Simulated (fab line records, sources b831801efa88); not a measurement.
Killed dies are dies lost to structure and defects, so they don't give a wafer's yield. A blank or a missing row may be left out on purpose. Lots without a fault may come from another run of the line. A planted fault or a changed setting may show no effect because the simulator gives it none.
A struck lot beside a sound one | flow sky130 | 15 steps out of a route of 708
Sound: wafers L531.1, L531.3, L531.5. Struck: wafer L538.6. (L538.3, L538.5 of the same lot were not struck and are left out.) The cause comes at the end.
At each step with rows: each side's tool, then ch and its chambers, then its first start. Under that, the readings that differ: sound wafers | struck wafers | difference of the means | sigmas: that difference in standard deviations of wafers without a fault.
alike: readings whose means differ by less than 2 such deviations, and words and numbers that are the same on both sides. not compared: withheld readings, readings that some wafer has no value for, bounds like >300 that may hide the same value, and numbers for which the record gives no deviation and whose values overlap.
The two part at a step that has a row with sigmas, a row that says differs or no value, or rows on one side only. Numbers that don't overlap but have no deviation are shown without sigmas and don't part them. A reading that every wafer of one side lacks parts them only if that side has two wafers or more.

first, 4 steps without rows for these wafers: SKY_VIA3_STRIP_16 (strips in O2/N2); SKY_VIA3_STRIP_17 (strips in post etch residue remover, time 1200 s); SKY_VIA3_CLEAN_18 (cleans in IPA, time 180 s); SKY_VIA3_CLEAN_19 (cleans in O3/DIW).
SKY_VIA3_SPUTTER_20: material TiN, target thk 20 nm, time 80 s.
  sound on pvd_sputter-04, day 39 21:33; struck on pvd_sputter-03, day 42 08:23
  alike: throttle_valve_pct
SKY_VIA3_CVD_21: deposits W, target thk 390 nm, time 117.31 s.
  sound on cvd_w-01 ch 0,1, day 39 21:37; struck on cvd_w-02 ch 1, day 42 08:29
  alike: heater_power_w
SKY_VIA3_RS_MEAS_22: measures by four-point-probe.
  sound on film_metro-02, day 39 21:44; struck on film_metro-03, day 42 08:37
  alike: VIA3_W_RS
SKY_VIA3_THK_MEAS_23: measures by xrf.
  sound on film_metro-02, day 39 21:51; struck on film_metro-03, day 42 08:43
  alike: VIA3_W_THK
SKY_VIA3_CMP_24: polishes, stops on SiO2, t overpolish 20 s, target thk 0 nm.
  sound on cmp-01 ch 0,1,2, day 39 21:55; struck on cmp-02 ch 0, day 42 08:51
  reading                      | sound             | struck | difference | sigmas
  retaining_ring_pressure_frac | 0.996 1.000 1.008 | 0.989  | -0.012     | -2
  alike: motor_current_A, overpolish_run_s, slurry_filter_dp_kPa, time_to_endpoint_s
SKY_METAL4_SPUTTER_00: material Ti, target thk 15 nm, time 10 s.
  sound on pvd_sputter-03, day 39 22:13; struck on pvd_sputter-01, day 42 09:03
  alike: throttle_valve_pct
SKY_METAL4_SPUTTER_01: material TiN, target thk 20 nm, time 16.7 s.
  sound on pvd_sputter-03, day 39 22:14; struck on pvd_sputter-01, day 42 09:04
  alike: throttle_valve_pct
then, 1 step without rows for these wafers: SKY_METAL4_SPUTTER_02 (material AlCu, target thk 735 nm, time 39.1 s).
SKY_METAL4_SPUTTER_03: material Ti, target thk 5 nm, time 3.3 s.
  sound on pvd_sputter-03, day 39 22:18; struck on pvd_sputter-01, day 42 09:08
  reading                                   | sound             | struck | difference | sigmas
  model.Ti_of_METAL4_SPUTTER_03.thk_nm (nm) | 5.173 5.156 5.097 | 3.855  | -1.287     |
  alike: throttle_valve_pct
then, 1 step without rows for these wafers: SKY_METAL4_SPUTTER_04 (material TiN, target thk 70 nm, time 58.3 s).
-- the record jumps here: 6 days lie between the struck wafers' starts before and after (it left off in module METAL4 and takes up again in module PAD_OPEN, whose first step shown is number 708 of the route) --
SKY_PAD_OPEN_PROBE_99:
  sound on prober-02, day 45 21:42; struck on prober-01, day 47 23:06
  reading      | sound    | struck | difference | sigmas
  killed_short | 31 44 45 | 53     | +13        | +2
  alike: defect_limited_yield, killed_at_M0_to_M3, killed_at_M4_up, killed_at_contacts, killed_at_front_end, killed_at_other, killed_dies, killed_on_rim, killed_open, sort_bin_3_pad_short, sort_bin_5_function, sort_bin_6_memory, sort_n_pass, sort_yield_pct

WHERE THEY PART
First at SKY_VIA3_CMP_24; last, within this record, at SKY_PAD_OPEN_PROBE_99.

WHY: what the simulator had put in
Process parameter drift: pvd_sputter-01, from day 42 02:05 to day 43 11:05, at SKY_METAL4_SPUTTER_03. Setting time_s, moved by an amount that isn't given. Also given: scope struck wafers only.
